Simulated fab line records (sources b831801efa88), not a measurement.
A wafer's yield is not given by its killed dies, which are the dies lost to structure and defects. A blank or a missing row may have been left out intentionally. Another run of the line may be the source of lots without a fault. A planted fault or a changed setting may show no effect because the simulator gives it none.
A lot that was struck, set against a sound lot -- flow sky130 -- 15 steps out of a route of 708
Sound: the wafers L157.3, L157.4, L157.5. The struck wafers were L160.4, L160.5, L160.6. The cause is given at the end.
Order at every step that has rows: each side's tool, ch and its chambers, its first start. Under that, the readings that differ: sound wafers -- struck wafers -- difference of the means -- sigmas: that difference in standard deviations of wafers without a fault.
alike: words and numbers the same on both sides, and readings whose means are apart by under 2 such deviations; not compared: readings that were withheld, readings missing a value for some wafer, numbers with overlapping values and no deviation given by the record, and bounds like >300 which may hide the same value.
Wherever a step has rows on one side only, a row that says differs or no value, or a row with sigmas, the two part there. When numbers do not overlap yet have no deviation, they are printed without sigmas and do not part them. A reading that every wafer of one side lacks parts them only if that side has two wafers or more.

SKY_LDD_HVP_OVL_MEAS_07:
  sound on overlay-02 at day 25 20:34; struck on overlay-01 at day 27 01:19
  alike: LDD_HVP_OVL
then, 1 step without rows for these wafers: SKY_LDD_HVP_IMPLANT_08.
SKY_LDD_HVP_STRIP_09: strips in O2/N2.
  sound on plasma_asher-02 ch 0,1, day 25 20:47; struck on plasma_asher-01 ch 0,1, day 27 01:31
  alike: chamber_pressure_mTorr, drypump_motor_current_A, oes_product_au, strip_time_to_endpoint_s
  not compared: rf_hours_counter_h
SKY_LDD_HVP_TW_MEAS_10:
  sound on film_metro-03 at day 25 20:52; struck on film_metro-02 at day 27 01:37
  alike: LDD_HVP_TW
then, 7 steps without rows for these wafers: SKY_LDD_LDN_DEHYDRATE_00 (time 60 s); SKY_LDD_LDN_HMDS_01 (prime time 60 s); SKY_LDD_LDN_COAT_02 (resist thk 1140 nm); SKY_LDD_LDN_SOFTBAKE_03 (time 60 s); SKY_LDD_LDN_EXPOSE_04 (exposes mask LDNTM, target cd 700 nm); SKY_LDD_LDN_PEB_05; SKY_LDD_LDN_DEVELOP_06 (develop time 60 s).
SKY_LDD_LDN_OVL_MEAS_07:
  sound on overlay-02 at day 27 02:10; struck on overlay-01 at day 28 06:28
  alike: LDD_LDN_OVL
SKY_LDD_LDN_IMPLANT_08:
  sound on implanter-03 ch 0, day 27 02:14; struck on implanter-03 ch 0, day 28 06:34
reading,sound,struck,difference,sigmas
dose_ions_cm2,1.2531e+13 1.2499e+13 1.2512e+13,1.1256e+13 1.1263e+13 1.1254e+13,-1.2563e+12,-99 or more
faraday_current_uA,71.2 68.2 71.2,61.6 64.7 62.7,-7.2,-5
then, 1 step without rows for these wafers: SKY_LDD_LDN_IMPLANT_09.
-- record jumps: 21 days separate the struck wafers' starts on either side; left off in module LDD_LDN, taken up again in module PAD_OPEN, whose first shown step is the route's number 708 --
SKY_PAD_OPEN_PROBE_99:
  rows exist in the record for the struck wafers here (prober-01, day 49 09:23), but not for the sound ones

== WHERE THEY PART ==
At SKY_LDD_LDN_IMPLANT_08 first; at SKY_PAD_OPEN_PROBE_99 last (within this record only).

WHY: what had been put in by the simulator
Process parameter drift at SKY_LDD_LDN_IMPLANT_08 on implanter-03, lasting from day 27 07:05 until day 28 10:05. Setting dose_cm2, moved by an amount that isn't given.
